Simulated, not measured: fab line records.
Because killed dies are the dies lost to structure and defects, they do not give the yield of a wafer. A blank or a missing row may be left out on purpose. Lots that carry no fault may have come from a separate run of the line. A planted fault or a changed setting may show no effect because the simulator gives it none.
fab line records	flow sky130
record: lots: 24	wafers: 72	last_day: 50
route steps=708 shown PWDE@55 METAL2@487 VIA2@528 METAL3@534 CAP2M@603
lots that met no fault: from a run of the same line without faults
start_h: start of the lot's first displayed wafer, in hours after the record's first day	wait_h: hours from the lot's prior step to this one	" as in the row above	L1.1+2: one row covering several wafers at once	- either no value or no given start	* or withheld: withheld	< > ~ a bound
route shown NAME@n: NAME is a module with steps in the file, n the number in the route of the first one	usual: the fault-free wafers' mean and standard deviation	same: alike in all rows	chamber/n: place in a boat	sites: per-site readings	_std_site: standard deviation across them	_edge_site: the outer-site mean with the inner-site mean subtracted	radius_mm: how far each site lies from the wafer's centre	mask NAME#n: copy n	behind: the most recent tool/chamber to have shaped the wafer	hold: why the lot was held/for how many hours/how that ended	device: whichever transistor did not switch (one of n, p or np)	end of line: tests of these same wafers at the route's end	a step without rows: its recipe alone	killed: dies that structure and defects cost at the first sort, which is not the same as the wafer's yield	map: dies across one wafer; x = killed, . = not, _ = none there
set.NAME: the setting as run; set.NAME@STEP: as run at that earlier step	model.NAME: the simulator's own value behind a step, which no gauge read
route steps across a sampled set of lots; one table per step, one row per wafer
services: a tool's chamber out of use, with start hour (start_h, from the record's first day; less than 0 if before it), hours out, and reason
== steps ==
step: SKY_PWDE_TW_MEAS_10
usual: PWDE_TW: 376.8/2.1
lot.wafer	tool	chamber	start_h	wait_h	PWDE_TW
L074.1	film_metro-01	-	70.72	0.1	381.3
L074.3	"	-	"	"	378.9
L074.5	"	-	"	"	377.7
L075.2	film_metro-03	-	72.82	0.1	374.9
L075.3	"	-	"	"	376.1
L075.5	"	-	"	"	375.0
L076.2	film_metro-03	-	78.98	0.1	374.4
L076.5	"	-	"	"	376.1
L076.6	"	-	"	"	375.5
L077.1	film_metro-03	-	84.07	0.1	377.7
L077.4	"	-	"	"	376.0
L077.6	"	-	"	"	376.3
L078.1	film_metro-02	-	92.37	0.1	376.7
L078.4	"	-	"	"	375.8
L078.6	"	-	"	"	375.2
L079.2	film_metro-01	-	93.82	0.1	376.9
L079.4	"	-	"	"	378.5
L079.5	"	-	"	"	379.7
L080.2	film_metro-01	-	102.07	0.1	378.4
L080.3	"	-	"	"	375.9
L080.5	"	-	"	"	377.7
L081.1	film_metro-01	-	109.26	0.1	378.8
L081.3	"	-	"	"	378.8
L081.6	"	-	"	"	377.5
L082.1	film_metro-03	-	116.36	0.1	374.6
L082.2	"	-	"	"	374.7
L082.5	"	-	"	"	373.5
L083.2	film_metro-01	-	120.38	0.1	377.1
L083.3	"	-	"	"	380.2
L083.5	"	-	"	"	379.1
L084.1	film_metro-03	-	123.47	0.1	373.7
L084.2	"	-	"	"	371.5
L084.5	"	-	"	"	373.0
L085.2	film_metro-02	-	128.87	0.1	376.7
L085.3	"	-	"	"	378.1
L085.6	"	-	"	"	377.7
L086.2	film_metro-03	-	136.72	0.1	374.3
L086.3	"	-	"	"	373.9
L086.5	"	-	"	"	374.2
L087.1	film_metro-03	-	141.87	0.1	374.1
L087.2	"	-	"	"	375.1
L087.3	"	-	"	"	375.1
L088.1	film_metro-03	-	149.77	0.1	374.3
L088.2	"	-	"	"	374.4
L088.6	"	-	"	"	374.3
L089.1	film_metro-02	-	154.02	0.1	375.6
L089.2	"	-	"	"	377.9
L089.4	"	-	"	"	377.7
L090.3	film_metro-01	-	159.18	0.1	377.7
L090.5	"	-	"	"	378.5
L090.6	"	-	"	"	377.5
L091.3	film_metro-02	-	162.89	0.1	377.8
L091.4	"	-	"	"	378.7
L091.6	"	-	"	"	377.8
L092.2	film_metro-03	-	169.48	0.1	374.1
L092.3	"	-	"	"	376.9
L092.6	"	-	"	"	374.2
L093.1	film_metro-02	-	180.70	0.1	379.8
L093.2	"	-	"	"	377.9
L093.5	"	-	"	"	379.4
L094.2	film_metro-02	-	182.36	0.1	377.8
L094.3	"	-	"	"	377.7
L094.4	"	-	"	"	378.0
L095.1	film_metro-02	-	185.76	0.1	378.1
L095.3	"	-	"	"	380.0
L095.5	"	-	"	"	377.9
L096.1	film_metro-02	-	186.41	0.1	377.7
L096.3	"	-	"	"	378.7
L096.4	"	-	"	"	378.2
L097.2	film_metro-02	-	196.28	0.1	377.5
L097.4	"	-	"	"	375.5
L097.5	"	-	"	"	378.1
step: SKY_METAL2_SPUTTER_04
recipe: material: TiN	target_thk_nm: 70	power_w: 6500	time_s: 58.3	chamber_pressure_pa: 0.4
usual: throttle_valve_pct: 30.2/0.68
lot.wafer	tool	chamber	start_h	wait_h	throttle_valve_pct
L074.1	pvd_sputter-01	-	792.18	0.0	31.1
L074.3	"	-	"	"	30.3
L074.5	"	-	"	"	30.9
L075.2	pvd_sputter-03	-	794.23	0.0	30.4
L075.3	"	-	"	"	29.1
L075.5	"	-	"	"	30.7
L076.2	pvd_sputter-01	-	808.15	0.0	31.1
L076.5	"	-	"	"	31.6
L076.6	"	-	"	"	30.0
L077.1	pvd_sputter-03	-	809.30	0.0	29.7
L077.4	"	-	"	"	30.6
L077.6	"	-	"	"	30.6
L078.1	pvd_sputter-02	-	821.05	0.0	29.4
L078.4	"	-	"	"	29.9
L078.6	"	-	"	"	29.4
L079.2	pvd_sputter-02	-	832.09	0.0	29.2
L079.4	"	-	"	"	29.9
L079.5	"	-	"	"	29.5
L080.2	pvd_sputter-01	-	839.48	0.0	31.1
L080.3	"	-	"	"	31.2
L080.5	"	-	"	"	30.9
L081.1	pvd_sputter-01	-	842.37	0.0	31.1
L081.3	"	-	"	"	30.2
L081.6	"	-	"	"	31.0
L083.2	pvd_sputter-03	-	875.34	0.0	29.4
L083.3	"	-	"	"	29.8
L083.5	"	-	"	"	29.4
L082.1	pvd_sputter-03	-	876.29	0.0	29.3
L082.2	"	-	"	"	30.1
L082.5	"	-	"	"	29.3
L085.2	pvd_sputter-03	-	877.59	0.0	29.3
L085.3	"	-	"	"	30.7
L085.6	"	-	"	"	30.8
L084.1	pvd_sputter-01	-	878.48	0.0	31.3
L084.2	"	-	"	"	31.0
L084.5	"	-	"	"	31.4
L086.2	pvd_sputter-02	-	882.99	0.0	29.7
L086.3	"	-	"	"	29.3
L086.5	"	-	"	"	29.7
L087.1	pvd_sputter-02	-	889.92	0.0	29.6
L087.2	"	-	"	"	28.9
L087.3	"	-	"	"	29.4
L088.1	pvd_sputter-03	-	900.73	0.0	29.4
L088.2	"	-	"	"	30.1
L088.6	"	-	"	"	30.6
L089.1	pvd_sputter-02	-	911.05	0.0	29.7
L089.2	"	-	"	"	30.0
L089.4	"	-	"	"	29.2
L090.3	pvd_sputter-01	-	911.30	0.0	29.9
L090.5	"	-	"	"	31.3
L090.6	"	-	"	"	30.6
L092.2	pvd_sputter-01	-	921.39	0.0	31.1
L092.3	"	-	"	"	30.2
L092.6	"	-	"	"	30.2
L091.3	pvd_sputter-02	-	922.04	0.0	30.1
L091.4	"	-	"	"	29.8
L091.6	"	-	"	"	29.9
L093.1	pvd_sputter-01	-	928.94	0.0	30.6
L093.2	"	-	"	"	31.4
L093.5	"	-	"	"	31.0
L094.2	pvd_sputter-01	-	932.59	0.0	31.1
L094.3	"	-	"	"	29.9
L094.4	"	-	"	"	30.0
L095.1	pvd_sputter-02	-	939.78	0.0	29.2
L095.3	"	-	"	"	29.6
L095.5	"	-	"	"	29.7
L096.1	pvd_sputter-03	-	951.18	0.0	30.8
L096.3	"	-	"	"	30.0
L096.4	"	-	"	"	29.7
L097.2	pvd_sputter-02	-	953.33	0.0	30.0
L097.4	"	-	"	"	29.6
L097.5	"	-	"	"	29.8
step: SKY_VIA2_CVD_21
recipe: material: W	target_thk_nm: 420	time_s: 126.4	temp_c: 400	pressure_torr: 40
usual: heater_power_outer_w: 543/55	heater_power_w: 875/61	susceptor_temp_C: 399.99/0.21
lot.wafer	tool	chamber	start_h	wait_h	heater_power_outer_w	heater_power_w	susceptor_temp_C
L074.1	cvd_w-01	1	847.54	0.0	554	885	399.94
L074.3	"	1	"	"	553	862	399.64
L074.5	"	1	"	"	556	856	399.77
L075.2	cvd_w-02	0	849.57	0.0	611	931	399.80
L075.3	"	1	"	"	474	800	399.96
L075.5	"	1	"	"	469	795	399.74
L076.2	cvd_w-02	1	863.10	0.0	469	776	400.21
L076.5	"	1	"	"	471	824	399.88
L076.6	"	0	"	"	629	936	400.03
L077.1	cvd_w-01	1	864.25	0.0	551	842	399.72
L077.4	"	0	"	"	560	940	400.23
L077.6	"	1	"	"	553	884	400.12
L078.1	cvd_w-01	0	875.99	0.0	565	922	399.62
L078.4	"	0	"	"	559	961	399.81
L078.6	"	1	"	"	549	883	399.85
L079.2	cvd_w-01	1	885.69	0.0	544	858	399.95
L079.4	"	0	"	"	565	912	400.16
L079.5	"	1	"	"	551	846	400.14
L080.2	cvd_w-02	1	893.75	0.0	469	798	399.97
L080.3	"	0	"	"	615	927	399.73
L080.5	"	1	"	"	468	812	400.04
L081.1	cvd_w-01	0	895.56	0.0	560	923	399.87
L081.3	"	0	"	"	564	933	400.19
L081.6	"	0	"	"	558	926	400.25
L083.2	cvd_w-01	1	928.79	0.0	559	916	399.87
L083.3	"	1	"	"	556	924	399.97
L083.5	"	1	"	"	558	913	399.92
L082.1	cvd_w-02	0	929.73	0.0	611	930	400.10
L082.2	"	1	"	"	470	780	399.90
L082.5	"	0	"	"	611	926	400.13
L085.2	cvd_w-02	1	931.44	0.0	462	780	400.20
L085.3	"	1	"	"	478	787	400.03
L085.6	"	0	"	"	620	947	400.01
L084.1	cvd_w-02	0	931.79	0.0	612	946	400.16
L084.2	"	1	"	"	488	805	400.14
L084.5	"	1	"	"	482	799	400.29
L086.2	cvd_w-01	1	935.64	0.0	556	915	400.25
L086.3	"	0	"	"	503	851	399.58
L086.5	"	0	"	"	498	823	399.68
L087.1	cvd_w-02	0	941.49	0.0	616	928	400.03
L087.2	"	1	"	"	481	797	400.35
L087.3	"	0	"	"	609	923	399.89
L088.1	cvd_w-02	1	952.49	0.0	464	800	400.32
L088.2	"	0	"	"	618	928	399.96
L088.6	"	0	"	"	619	912	400.17
L089.1	cvd_w-01	0	962.64	0.0	505	834	399.93
L089.2	"	1	"	"	565	900	399.71
L089.4	"	1	"	"	545	919	400.30
L090.3	cvd_w-02	1	962.79	0.1	482	783	400.12
L090.5	"	1	"	"	469	789	399.99
L090.6	"	0	"	"	618	936	399.95
L092.2	cvd_w-02	0	972.66	0.0	612	955	399.86
L092.3	"	1	"	"	463	803	399.96
L092.6	"	1	"	"	467	797	399.93
L091.3	cvd_w-02	0	973.40	0.1	595	950	399.97
L091.4	"	1	"	"	472	794	399.98
L091.6	"	1	"	"	469	797	399.88
L093.1	cvd_w-02	1	979.33	0.0	479	798	400.54
L093.2	"	0	"	"	626	940	400.27
L093.5	"	0	"	"	622	949	400.25
L094.2	cvd_w-02	0	984.01	0.0	611	920	399.83
L094.3	"	0	"	"	611	941	400.28
L094.4	"	1	"	"	481	759	399.83
L095.1	cvd_w-01	1	990.48	0.0	559	919	400.35
L095.3	"	0	"	"	505	830	399.57
L095.5	"	0	"	"	515	853	399.72
L096.1	cvd_w-01	0	1000.64	0.0	509	835	399.98
L096.3	"	0	"	"	508	851	399.82
L096.4	"	1	"	"	557	899	399.68
L097.2	cvd_w-01	0	1003.09	0.0	502	841	400.11
L097.4	"	1	"	"	548	921	399.74
L097.5	"	1	"	"	557	904	400.02
step: SKY_METAL3_SPUTTER_02
recipe: material: AlCu	target_thk_nm: 735	power_w: 10600	time_s: 39.1	chamber_pressure_pa: 0.4
usual: throttle_valve_pct: 30.3/1
lot.wafer	tool	chamber	start_h	wait_h	throttle_valve_pct
L074.1	pvd_sputter-03	-	848.20	0.0	30.2
L074.3	"	-	"	"	29.6
L074.5	"	-	"	"	30.3
L075.2	pvd_sputter-04	-	850.23	0.0	30.5
L075.3	"	-	"	"	31.2
L075.5	"	-	"	"	30.5
L076.2	pvd_sputter-03	-	863.76	0.0	29.5
L076.5	"	-	"	"	29.8
L076.6	"	-	"	"	29.7
L077.1	pvd_sputter-03	-	864.91	0.0	29.2
L077.4	"	-	"	"	29.7
L077.6	"	-	"	"	29.5
L078.1	pvd_sputter-04	-	876.65	0.0	30.9
L078.4	"	-	"	"	29.5
L078.6	"	-	"	"	30.6
L079.2	pvd_sputter-01	-	886.35	0.0	31.0
L079.4	"	-	"	"	31.0
L079.5	"	-	"	"	31.1
L080.2	pvd_sputter-01	-	894.41	0.0	31.3
L080.3	"	-	"	"	31.4
L080.5	"	-	"	"	29.9
L081.1	pvd_sputter-04	-	896.22	0.0	27.2
L081.3	"	-	"	"	31.4
L081.6	"	-	"	"	30.5
L083.2	pvd_sputter-01	-	929.45	0.0	30.7
L083.3	"	-	"	"	31.1
L083.5	"	-	"	"	30.0
L082.1	pvd_sputter-04	-	930.39	0.0	30.6
L082.2	"	-	"	"	29.5
L082.5	"	-	"	"	30.8
L085.2	pvd_sputter-01	-	932.10	0.0	30.0
L085.3	"	-	"	"	30.9
L085.6	"	-	"	"	31.4
L084.1	pvd_sputter-04	-	932.45	0.0	30.7
L084.2	"	-	"	"	27.3
L084.5	"	-	"	"	30.7
L086.2	pvd_sputter-03	-	936.30	0.0	30.7
L086.3	"	-	"	"	29.7
L086.5	"	-	"	"	30.7
L087.1	pvd_sputter-03	-	942.15	0.0	29.7
L087.2	"	-	"	"	30.0
L087.3	"	-	"	"	30.5
L088.1	pvd_sputter-01	-	953.15	0.0	31.5
L088.2	"	-	"	"	31.0
L088.6	"	-	"	"	30.8
L089.1	pvd_sputter-01	-	963.30	0.0	31.7
L089.2	"	-	"	"	31.2
L089.4	"	-	"	"	30.7
L090.3	pvd_sputter-04	-	963.48	0.0	27.5
L090.5	"	-	"	"	30.6
L090.6	"	-	"	"	29.2
L092.2	pvd_sputter-01	-	973.32	0.0	30.5
L092.3	"	-	"	"	31.3
L092.6	"	-	"	"	31.3
L091.3	pvd_sputter-01	-	974.01	0.0	30.7
L091.4	"	-	"	"	31.2
L091.6	"	-	"	"	30.7
L093.1	pvd_sputter-01	-	979.99	0.0	31.0
L093.2	"	-	"	"	31.7
L093.5	"	-	"	"	31.0
L094.2	pvd_sputter-04	-	984.67	0.0	29.6
L094.3	"	-	"	"	27.3
L094.4	"	-	"	"	31.2
L095.1	pvd_sputter-01	-	991.14	0.0	30.0
L095.3	"	-	"	"	31.7
L095.5	"	-	"	"	30.1
L096.1	pvd_sputter-01	-	1001.30	0.0	31.3
L096.3	"	-	"	"	31.2
L096.4	"	-	"	"	30.7
L097.2	pvd_sputter-04	-	1003.75	0.0	31.1
L097.4	"	-	"	"	27.4
L097.5	"	-	"	"	30.4
step: SKY_METAL3_METAL_ETCH_18
recipe: target_depth_a: 8450	stop_on: SiO2	over_etch_frac: 0.3	time_s: 183.1	chemistry: Cl2/BCl3	resist_sidewall_deg: 88	pressure_mtorr: 10	icp_w: 900	bias_w: 48.5	Cl2_flow_sccm: 60	bcl3_flow_sccm: 30
usual: drypump_motor_current_A: 6.13/0.28	oes_product_au: 0.867/0.007	throttle_valve_pct: 22.263/0.0084
lot.wafer	tool	chamber	start_h	wait_h	drypump_motor_current_A	oes_product_au	rf_hours_counter_h	throttle_valve_pct
L074.1	rie_metal-01	0	901.14	0.0	6.26	0.876	13	22.263
L074.3	"	1	"	"	6.02	0.877	-	22.270
L074.5	"	0	"	"	6.26	0.883	-	22.264
L075.2	rie_metal-02	0	901.93	0.0	6.54	0.870	7	22.258
L075.3	"	0	"	"	6.54	0.873	-	22.266
L075.5	"	1	"	"	6.10	0.875	-	22.271
L076.2	rie_metal-01	1	915.48	0.0	6.06	0.868	2	22.255
L076.5	"	1	"	"	6.05	0.871	-	22.250
L076.6	"	0	"	"	6.30	0.875	-	22.262
L077.1	rie_metal-02	0	917.53	0.0	6.59	0.865	8	22.266
L077.4	"	0	"	"	6.56	0.877	-	22.272
L077.6	"	0	"	"	6.58	0.868	-	22.248
L078.1	rie_metal-03	0	928.48	0.0	6.00	0.864	20	22.268
L078.4	"	1	"	"	5.63	0.865	-	22.275
L078.6	"	1	"	"	5.62	0.873	-	22.260
L079.2	rie_metal-01	1	936.92	0.0	6.07	0.865	3	22.262
L079.4	"	1	"	"	6.05	0.863	-	22.252
L079.5	"	0	"	"	6.28	0.862	-	22.265
L080.2	rie_metal-02	1	945.43	0.0	6.08	0.866	3	22.277
L080.3	"	1	"	"	6.09	0.860	-	22.257
L080.5	"	0	"	"	6.56	0.869	-	22.245
L081.1	rie_metal-01	0	946.38	0.0	6.28	0.868	16	22.275
L081.3	"	1	"	"	6.05	0.867	-	22.262
L081.6	"	1	"	"	6.09	0.870	-	22.248
L083.2	rie_metal-02	0	979.31	0.0	6.51	0.861	11	22.268
L083.3	"	0	"	"	6.53	0.851	-	22.258
L083.5	"	0	"	"	6.51	0.857	-	22.256
L082.1	rie_metal-01	0	980.93	0.0	6.27	0.864	17	22.251
L082.2	"	1	"	"	6.06	0.863	5	22.269
L082.5	"	0	"	"	6.27	0.873	-	22.262
L084.1	rie_metal-01	1	981.58	0.0	6.06	0.864	5	22.269
L084.2	"	0	"	"	6.26	0.877	18	22.238
L084.5	"	1	"	"	6.06	0.876	-	22.244
L085.2	rie_metal-02	0	981.67	0.0	6.56	0.867	11	22.265
L085.3	"	0	"	"	6.58	0.869	-	22.262
L085.6	"	1	"	"	6.09	0.864	-	22.259
L086.2	rie_metal-03	1	985.04	0.1	5.62	0.870	-	22.257
L086.3	"	1	"	"	5.62	0.884	-	22.267
L086.5	"	1	"	"	5.62	0.867	-	22.265
L087.1	rie_metal-01	0	991.56	0.0	6.26	0.878	18	22.262
L087.2	"	1	"	"	6.05	0.871	6	22.257
L087.3	"	0	"	"	6.26	0.874	-	22.255
L088.1	rie_metal-03	0	1001.17	0.0	6.05	0.861	0	22.265
L088.2	"	1	"	"	5.60	0.863	16	22.262
L088.6	"	1	"	"	5.62	0.862	-	22.275
L089.1	rie_metal-02	0	1011.71	0.0	6.52	0.869	13	22.253
L089.2	"	1	"	"	6.09	0.862	6	22.254
L089.4	"	1	"	"	6.10	0.859	-	22.254
L090.3	rie_metal-01	0	1012.12	0.1	6.30	0.864	-	22.280
L090.5	"	1	"	"	6.07	0.863	-	22.253
L090.6	"	0	"	"	6.30	0.876	-	22.255
L092.2	rie_metal-03	1	1019.64	0.1	5.62	0.859	-	22.259
L092.3	"	1	"	"	5.62	0.871	-	22.263
L092.6	"	1	"	"	5.60	0.868	-	22.263
L091.3	rie_metal-02	0	1021.52	0.1	6.53	0.857	-	22.256
L091.4	"	1	"	"	6.08	0.865	-	22.269
L091.6	"	1	"	"	6.09	0.869	-	22.258
L093.1	rie_metal-01	1	1027.12	0.0	6.07	0.861	8	22.259
L093.2	"	0	"	"	6.29	0.866	20	22.261
L093.5	"	0	"	"	6.27	0.870	-	22.258
L094.2	rie_metal-02	1	1032.47	0.0	6.09	0.872	8	22.279
L094.3	"	1	"	"	6.07	0.862	-	22.271
L094.4	"	0	"	"	6.54	0.860	-	22.247
L095.1	rie_metal-03	1	1038.43	0.0	5.63	0.871	0	22.267
L095.3	"	0	"	"	6.01	0.868	-	22.270
L095.5	"	1	"	"	5.62	0.865	-	22.261
L096.1	rie_metal-01	0	1048.19	0.0	6.25	0.864	21	22.261
L096.3	"	0	"	"	6.26	0.862	-	22.265
L096.4	"	1	"	"	6.05	0.854	-	22.269
L097.2	rie_metal-02	1	1049.38	0.0	6.08	0.859	8	22.272
L097.4	"	1	"	"	6.09	0.858	-	22.271
L097.5	"	1	"	"	6.08	0.871	-	22.277
step: SKY_CAP2M_CVD_00
recipe: material: SiO2	target_thk_nm: 15.5	temp_c: 400	time_s: withheld	rf_w: 450
usual: heater_power_outer_w: 446/81	heater_power_w: 730/120	susceptor_temp_C: 400.01/0.23
lot.wafer	tool	chamber	start_h	wait_h	heater_power_outer_w	heater_power_w	susceptor_temp_C
L074.1	pecvd-03	0	928.89	0.0	525	838	400.13
L074.3	"	1	"	"	325	534	400.69
L074.5	"	2	"	"	521	827	400.21
L075.2	pecvd-04	1	930.13	0.0	309	565	400.26
L075.3	"	1	"	"	312	560	400.24
L075.5	"	0	"	"	405	636	400.03
L076.2	pecvd-03	1	942.20	0.0	338	569	399.40
L076.5	"	1	"	"	346	553	400.10
L076.6	"	2	"	"	450	704	400.00
L077.1	pecvd-04	2	944.77	0.0	612	989	399.93
L077.4	"	1	"	"	371	613	399.74
L077.6	"	2	"	"	618	970	399.89
L078.1	pecvd-01	2	955.64	0.0	485	821	399.91
L078.4	"	0	"	"	381	618	400.09
L078.6	"	2	"	"	488	814	399.90
L079.2	pecvd-03	1	963.73	0.0	336	548	400.20
L079.4	"	2	"	"	452	748	400.17
L079.5	"	1	"	"	330	545	400.55
L080.2	pecvd-03	2	972.43	0.0	468	760	400.03
L080.3	"	0	"	"	474	767	400.14
L080.5	"	2	"	"	481	766	400.12
L081.1	pecvd-04	0	973.73	0.0	400	658	400.07
L081.3	"	1	"	"	356	614	399.86
L081.6	"	0	"	"	417	645	399.94
L083.2	pecvd-04	0	1005.14	0.0	418	669	400.29
L083.3	"	2	"	"	649	1029	400.05
L083.5	"	1	"	"	328	591	400.20
L082.1	pecvd-01	2	1007.24	0.0	496	835	400.25
L082.2	"	1	"	"	417	684	399.79
L082.5	"	2	"	"	505	828	400.36
L084.1	pecvd-04	1	1007.83	0.0	300	557	399.95
L084.2	"	0	"	"	421	680	400.10
L084.5	"	0	"	"	435	686	399.71
L085.2	pecvd-03	0	1008.18	0.0	496	829	399.73
L085.3	"	2	"	"	491	809	400.36
L085.6	"	0	"	"	506	836	399.93
L086.2	pecvd-03	0	1012.05	0.0	522	827	400.23
L086.3	"	0	"	"	534	840	400.10
L086.5	"	2	"	"	503	824	399.65
L087.1	pecvd-04	2	1017.84	0.0	583	936	399.94
L087.2	"	0	"	"	456	691	400.13
L087.3	"	1	"	"	337	610	400.14
L088.1	pecvd-03	0	1027.50	0.0	460	756	399.57
L088.2	"	2	"	"	414	714	400.04
L088.6	"	0	"	"	448	728	399.85
L089.1	pecvd-01	2	1037.59	0.0	442	772	400.23
L089.2	"	0	"	"	451	706	399.91
L089.4	"	1	"	"	459	755	399.94
L090.3	pecvd-04	2	1038.05	0.0	592	938	400.02
L090.5	"	1	"	"	371	634	400.13
L090.6	"	0	"	"	435	677	400.09
L092.2	pecvd-03	1	1044.65	0.0	309	510	399.91
L092.3	"	0	"	"	450	736	399.90
L092.6	"	1	"	"	315	509	400.56
L091.3	pecvd-04	1	1046.24	0.0	335	595	399.91
L091.4	"	1	"	"	327	588	399.77
L091.6	"	0	"	"	416	666	399.81
L093.1	pecvd-01	1	1052.14	0.0	432	722	400.02
L093.2	"	2	"	"	402	703	400.11
L093.5	"	2	"	"	396	719	400.21
L094.2	pecvd-01	0	1057.72	0.0	412	650	399.90
L094.3	"	2	"	"	441	758	399.90
L094.4	"	2	"	"	433	773	400.23
L095.1	pecvd-04	0	1064.29	0.0	451	703	399.49
L095.3	"	1	"	"	382	672	400.45
L095.5	"	1	"	"	376	661	400.22
L096.1	pecvd-01	2	1072.98	0.0	452	804	400.11
L096.3	"	0	"	"	410	638	400.00
L096.4	"	0	"	"	394	641	399.62
L097.2	pecvd-03	0	1073.99	0.0	490	789	400.11
L097.4	"	0	"	"	490	820	399.79
L097.5	"	1	"	"	350	537	400.04
== services ==
tool	chamber	start_h	hours	kind
rie_metal-02	1	800.66	10.9	repair
pvd_sputter-03	-	825.22	1.5	repair
rie_metal-01	1	852.15	1.1	repair
pvd_sputter-02	-	853.85	2.6	repair
pvd_sputter-02	-	855.79	0.5	repair
cvd_w-02	1	868.27	5.9	repair
cvd_w-01	-	868.61	3.2	repair
pvd_sputter-03	-	873.51	0.6	repair
pecvd-03	-	883.81	2.4	repair
pvd_sputter-04	-	886.36	7.0	repair
pvd_sputter-01	-	889.57	2.6	repair
cvd_w-01	-	904.00	14.0	pm
pecvd-04	2	906.71	16.5	repair
rie_metal-02	1	989.84	4.6	repair
cvd_w-01	1	992.30	4.4	repair
cvd_w-02	-	992.85	6.0	pm
rie_metal-01	-	1020.90	1.2	repair
pvd_sputter-03	-	1021.75	1.5	repair
cvd_w-01	-	1024.74	4.8	repair
pvd_sputter-03	-	1028.50	13.4	repair
pecvd-03	-	1033.74	0.3	repair
pecvd-03	-	1039.69	0.8	repair
rie_metal-02	-	1045.51	2.8	pm
rie_metal-02	-	1051.73	2.5	repair
== key ==
fault none
